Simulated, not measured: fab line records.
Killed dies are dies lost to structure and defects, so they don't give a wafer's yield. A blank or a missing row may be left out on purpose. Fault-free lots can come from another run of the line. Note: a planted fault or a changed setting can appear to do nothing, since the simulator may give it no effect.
fab line records	flow sky130
record lots=14	wafers=42	lastDay=50
route steps=708 shown LDD_N@244 LDD_HVN@274 LDD_HVP@285 LDD_LDN@300 PAD_OPEN@708
lots untouched by any fault: they come from a run of this same line in which no faults occurred
startH: the number of hours between the record's first day and the start of the first shown wafer of the lot	waitH: time in hours since the lot's previous step	" repeats the value in the row above	L1.1+2: a single row standing in for several wafers	- no value present, or no start provided	* or withheld: withheld	< > ~ a bound
route shown NAME@n: names a module that has steps shown in the file, with the first one's number in the route	usual: average and standard deviation across the fault-free wafers	same: alike in all rows	chamber/n: place in a boat	sites: readings site by site	_std_site: standard deviation of those values	_edge_site: mean of outer sites minus mean of inner sites	radiusMm: how far each site lies from the wafer's centre	mask NAME#n: copy n	behind: tool/chamber where the wafer was last shaped	hold: why the lot was held/for how many hours/how that ended	device: the n, p or np transistor that did not switch	end of line: the route-end tests of the same wafers	where a step has no rows: the recipe by itself	killed: dies lost to structure and defects at the first sort, not the wafer's yield	map: a wafer's dies, x killed, . not, _ none there
set.NAME: the setting as run; set.NAME@STEP: as run at that earlier step	model.NAME: the simulator's own value behind a step, which no gauge read
steps of the route over a sample of lots; a table a step, a row a wafer
services: a tool's chamber out of use, with start hour (startH, from the record's first day; less than 0 if before it), hours out, and reason
## steps
# step SKY_LDD_N_OVL_MEAS_07
# usual LDD_N_OVL=1.2/1.4
lot.wafer	tool	chamber	startH	waitH	LDD_N_OVL[nm]
L901.1	overlay-02	-	399.29	0.1	0.6
L901.2	"	-	"	"	-0.3
L901.5	"	-	"	"	2.9
L902.1	overlay-01	-	412.88	0.1	1.9
L902.2	"	-	"	"	1.6
L902.4	"	-	"	"	0.4
L903.3	overlay-02	-	419.35	0.1	-0.1
L903.5	"	-	"	"	1.1
L903.6	"	-	"	"	0.5
L904.1	overlay-01	-	433.04	0.1	-0.8
L904.4	"	-	"	"	-2.3
L904.5	"	-	"	"	-1.2
L905.2	overlay-02	-	440.69	0.1	3.0
L905.3	"	-	"	"	4.5
L905.5	"	-	"	"	3.5
L906.2	overlay-02	-	449.34	0.1	-0.3
L906.4	"	-	"	"	2.2
L906.6	"	-	"	"	0.1
L907.1	overlay-02	-	460.64	0.1	2.5
L907.2	"	-	"	"	0.6
L907.4	"	-	"	"	-0.1
L908.4	overlay-02	-	469.65	0.1	0.4
L908.5	"	-	"	"	1.8
L908.6	"	-	"	"	0.4
L916.2	overlay-02	-	538.14	0.1	1.4
L916.3	"	-	"	"	0.7
L916.4	"	-	"	"	0.9
L918.1	overlay-02	-	550.92	0.1	0.3
L918.3	"	-	"	"	2.1
L918.4	"	-	"	"	-0.2
L919.1	overlay-02	-	554.52	0.1	2.8
L919.4	"	-	"	"	1.6
L919.5	"	-	"	"	2.7
L920.1	overlay-02	-	566.77	0.1	3.5
L920.2	"	-	"	"	2.9
L920.4	"	-	"	"	1.0
L921.1	overlay-02	-	577.74	0.1	0.6
L921.4	"	-	"	"	0.8
L921.5	"	-	"	"	-0.4
L924.1	overlay-01	-	607.52	0.1	0.6
L924.4	"	-	"	"	-0.1
L924.6	"	-	"	"	0.6
# step SKY_LDD_HVN_OVL_MEAS_07
# usual LDD_HVN_OVL=0.5/1.2
lot.wafer	tool	chamber	startH	waitH	LDD_HVN_OVL[nm]
L901.1	overlay-01	-	461.56	0.1	0.2
L901.2	"	-	"	"	1.6
L901.5	"	-	"	"	4.3
L902.1	overlay-01	-	475.41	0.1	-0.4
L902.2	"	-	"	"	1.9
L902.4	"	-	"	"	1.1
L903.3	overlay-01	-	482.08	0.1	-1.5
L903.5	"	-	"	"	-1.9
L903.6	"	-	"	"	-2.4
L904.1	overlay-01	-	495.86	0.1	-1.0
L904.4	"	-	"	"	-0.1
L904.5	"	-	"	"	-0.9
L905.2	overlay-01	-	504.03	0.1	0.7
L905.3	"	-	"	"	-1.1
L905.5	"	-	"	"	-1.9
L906.2	overlay-01	-	511.78	0.1	2.5
L906.4	"	-	"	"	1.6
L906.6	"	-	"	"	1.7
L907.1	overlay-02	-	523.67	0.1	0.1
L907.2	"	-	"	"	-1.0
L907.4	"	-	"	"	-1.3
L908.4	overlay-01	-	531.94	0.1	0.7
L908.5	"	-	"	"	0.0
L908.6	"	-	"	"	0.0
L916.2	overlay-01	-	598.03	0.1	0.3
L916.3	"	-	"	"	1.5
L916.4	"	-	"	"	1.5
L918.1	overlay-01	-	611.62	0.1	1.5
L918.3	"	-	"	"	0.0
L918.4	"	-	"	"	0.1
L919.1	overlay-02	-	613.47	0.1	-1.0
L919.4	"	-	"	"	0.4
L919.5	"	-	"	"	1.5
L920.1	overlay-02	-	626.46	0.1	-1.1
L920.2	"	-	"	"	-0.3
L920.4	"	-	"	"	0.5
L921.1	overlay-01	-	637.67	0.1	0.1
L921.4	"	-	"	"	-0.8
L921.5	"	-	"	"	1.0
L924.1	overlay-02	-	667.13	0.1	2.5
L924.4	"	-	"	"	0.9
L924.6	"	-	"	"	-0.2
# step SKY_LDD_HVP_OVL_MEAS_07
# usual LDD_HVP_OVL=0.9/1.5
lot.wafer	tool	chamber	startH	waitH	LDD_HVP_OVL[nm]
L901.1	overlay-01	-	492.68	0.1	-0.1
L901.2	"	-	"	"	1.2
L901.5	"	-	"	"	-1.6
L902.1	overlay-01	-	506.54	0.1	2.7
L902.2	"	-	"	"	2.0
L902.4	"	-	"	"	2.4
L903.3	overlay-01	-	512.73	0.1	-3.0
L903.5	"	-	"	"	-2.8
L903.6	"	-	"	"	-1.8
L904.1	overlay-02	-	526.64	0.1	3.4
L904.4	"	-	"	"	4.0
L904.5	"	-	"	"	4.6
L905.2	overlay-02	-	533.53	0.1	3.7
L905.3	"	-	"	"	0.6
L905.5	"	-	"	"	3.1
L906.2	overlay-02	-	542.49	0.1	-1.7
L906.4	"	-	"	"	-0.1
L906.6	"	-	"	"	-0.1
L907.1	overlay-01	-	552.63	0.1	1.9
L907.2	"	-	"	"	0.8
L907.4	"	-	"	"	0.8
L908.4	overlay-02	-	561.36	0.1	1.1
L908.5	"	-	"	"	1.3
L908.6	"	-	"	"	1.6
L916.2	overlay-02	-	627.19	0.1	1.6
L916.3	"	-	"	"	2.3
L916.4	"	-	"	"	0.9
L918.1	overlay-02	-	640.09	0.1	2.2
L918.3	"	-	"	"	1.5
L918.4	"	-	"	"	1.5
L919.1	overlay-02	-	642.31	0.1	0.4
L919.4	"	-	"	"	1.7
L919.5	"	-	"	"	0.1
L920.1	overlay-02	-	655.14	0.1	-0.9
L920.2	"	-	"	"	0.3
L920.4	"	-	"	"	-0.1
L921.1	overlay-01	-	666.48	0.1	-0.4
L921.4	"	-	"	"	-0.2
L921.5	"	-	"	"	0.3
L924.1	overlay-02	-	696.14	0.1	1.1
L924.4	"	-	"	"	0.5
L924.6	"	-	"	"	0.0
# step SKY_LDD_LDN_IMPLANT_11
# recipe species=As	energyKev=15	doseCm2=1.25e+13	tiltDeg=withheld	rotationDeg=293
# usual beamEnergyKeV=15.000/0.0042
lot.wafer	tool	chamber	startH	waitH	beamEnergyKeV
L901.1	implanter-04	0	523.72	0.1	15.001
L901.2	"	0	"	"	15.005
L901.5	"	0	"	"	15.002
L902.1	implanter-04	0	537.66	0.1	14.996
L902.2	"	0	"	"	14.997
L902.4	"	0	"	"	15.002
L903.3	implanter-01	0	544.12	0.1	15.007
L903.5	"	0	"	"	15.001
L903.6	"	0	"	"	15.003
L904.1	implanter-01	0	557.81	0.1	15.001
L904.4	"	0	"	"	14.998
L904.5	"	0	"	"	15.000
L905.2	implanter-01	0	563.14	0.1	15.000
L905.3	"	0	"	"	14.996
L905.5	"	0	"	"	15.003
L906.2	implanter-04	0	573.39	0.1	15.007
L906.4	"	0	"	"	15.004
L906.6	"	0	"	"	15.003
L907.1	implanter-01	0	583.21	0.1	14.993
L907.2	"	0	"	"	15.000
L907.4	"	0	"	"	15.002
L908.4	implanter-02	0	592.04	0.1	14.991
L908.5	"	0	"	"	14.993
L908.6	"	0	"	"	14.995
L916.2	implanter-04	0	656.08	0.1	17.946
L916.3	"	0	"	"	17.949
L916.4	"	0	"	"	17.945
L918.1	implanter-04	0	669.01	0.1	17.950
L918.3	"	0	"	"	17.942
L918.4	"	0	"	"	17.946
L919.1	implanter-01	0	671.01	0.1	15.002
L919.4	"	0	"	"	15.009
L919.5	"	0	"	"	15.001
L920.1	implanter-02	0	683.91	0.1	14.997
L920.2	"	0	"	"	15.003
L920.4	"	0	"	"	14.999
L921.1	implanter-01	0	695.61	0.1	14.998
L921.4	"	0	"	"	14.988
L921.5	"	0	"	"	14.992
L924.1	implanter-04	0	725.16	0.1	15.003
L924.4	"	0	"	"	14.994
L924.6	"	0	"	"	15.001
# step SKY_PAD_OPEN_PROBE_99
# usual killed_at_M0_to_M3=43/7.3	killed_at_M4_up=3.1/1.7	killedAtContacts=25/5.3	killedAtFrontEnd=14/4.1	killedAtOther=0.3/0.56	killedDies=85/9.4	killedOpen=46/7.4	killedShort=38/5.8
# same grossDies=492	killedAtBackSide=0
lot.wafer	tool	chamber	startH	waitH	killed_at_M0_to_M3	killed_at_M4_up	killedAtContacts	killedAtFrontEnd	killedAtOther	killedDies	killedOpen	killedShort
L902.1	prober-02	-	1083.85	0.1	44	3	34	15	0	96	54	42
L902.2	prober-02	-	1083.90	0.1	35	5	18	12	0	70	35	35
L902.4	prober-02	-	1084.00	0.2	63	3	25	12	0	103	62	41
L916.2	prober-02	-	1163.20	0.1	54	6	26	17	0	103	58	45
L916.3	prober-02	-	1163.25	0.2	52	1	19	10	0	82	55	26
L916.4	prober-02	-	1163.30	0.2	51	4	21	18	0	94	43	50
# killed by level:class
L902.1 CONTACT:geometricParticle:open=15 VIA1:geometricParticle:open=9 VIA3:geometricParticle:open=9 VIA2:geometricParticle:open=8 CONTACT:geometricParticle:short=7 METAL3:geometricParticle:short=5 METAL2:geometricParticle:short=5 FIELD_ISO:geometricParticle:open=4
L902.2 VIA1:geometricParticle:open=8 FIELD_ISO:geometricParticle:short=5 CONTACT:geometricParticle:open=5 LI_CONTACT:geometricParticle:open=4 LOCAL_INTERCONNECT:geometricParticle:short=4 VIA1:geometricParticle:short=4 METAL2:geometricParticle:short=4 VIA2:geometricParticle:open=4
L902.4 VIA1:geometricParticle:open=11 LI_CONTACT:geometricParticle:open=11 VIA3:geometricParticle:open=11 VIA2:geometricParticle:open=11 CONTACT:geometricParticle:open=8 VIA1:geometricParticle:short=6 METAL1:geometricParticle:short=6 VIA2:geometricParticle:short=6
L916.2 VIA1:geometricParticle:open=12 VIA2:geometricParticle:open=12 CONTACT:geometricParticle:open=9 VIA1:geometricParticle:short=8 POLY_GATE:geometricParticle:open=6 POLY_GATE:geometricParticle:short=5 LI_CONTACT:geometricParticle:open=5 METAL4:geometricParticle:short=5
L916.3 VIA1:geometricParticle:open=19 VIA2:geometricParticle:open=11 CONTACT:geometricParticle:open=7 VIA3:geometricParticle:open=6 POLY_GATE:geometricParticle:short=4 LI_CONTACT:geometricParticle:short=4 METAL1:geometricParticle:short=3 METAL2:geometricParticle:short=3
L916.4 VIA1:geometricParticle:short=14 CONTACT:geometricParticle:open=8 POLY_GATE:geometricParticle:short=8 VIA1:geometricParticle:open=8 METAL1:geometricParticle:short=6 METAL2:geometricParticle:short=6 POLY_GATE:geometricParticle:open=5 LI_CONTACT:geometricParticle:open=5
## services
tool	chamber	startH	hours	kind
implanter-02	-	515.45	2.7	repair
implanter-02	-	521.22	17.0	repair
implanter-01	-	595.40	2.7	pm
implanter-02	-	635.15	2.2	repair
implanter-01	-	681.24	3.6	pm
implanter-04	-	681.96	5.8	pm
implanter-01	-	686.05	5.8	repair
## key
firstSign step=SKY_LDD_LDN_IMPLANT_11	reading=beamEnergyKeV	direction=up	sigmas=99+	usual=*	struck=*
effect none on later readings
metAt SKY_LDD_LDN_IMPLANT_11
struckLots L916,L918
testerLeftOut L916,L918
notActingAt SKY_LDD_N_OVL_MEAS_07,SKY_LDD_HVN_OVL_MEAS_07,SKY_LDD_HVP_OVL_MEAS_07
onsetBetween 573.39 656.08
fault kind=processParameterDrift	tool=implanter-04	chamber=-	onsetH=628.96	steps=SKY_LDD_LDN_IMPLANT_11	channel=energyKev	offset=*	shape=step	endH=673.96	actsIn=*	stated=*
# testerLeftOut: of these lots the tester's yield and bins aren't shown, on N5 and GAA mostly nor the transistor test; their killed dies are dies lost to structure and defects alone, not to doping, threshold or leakage, so they don't give the yield
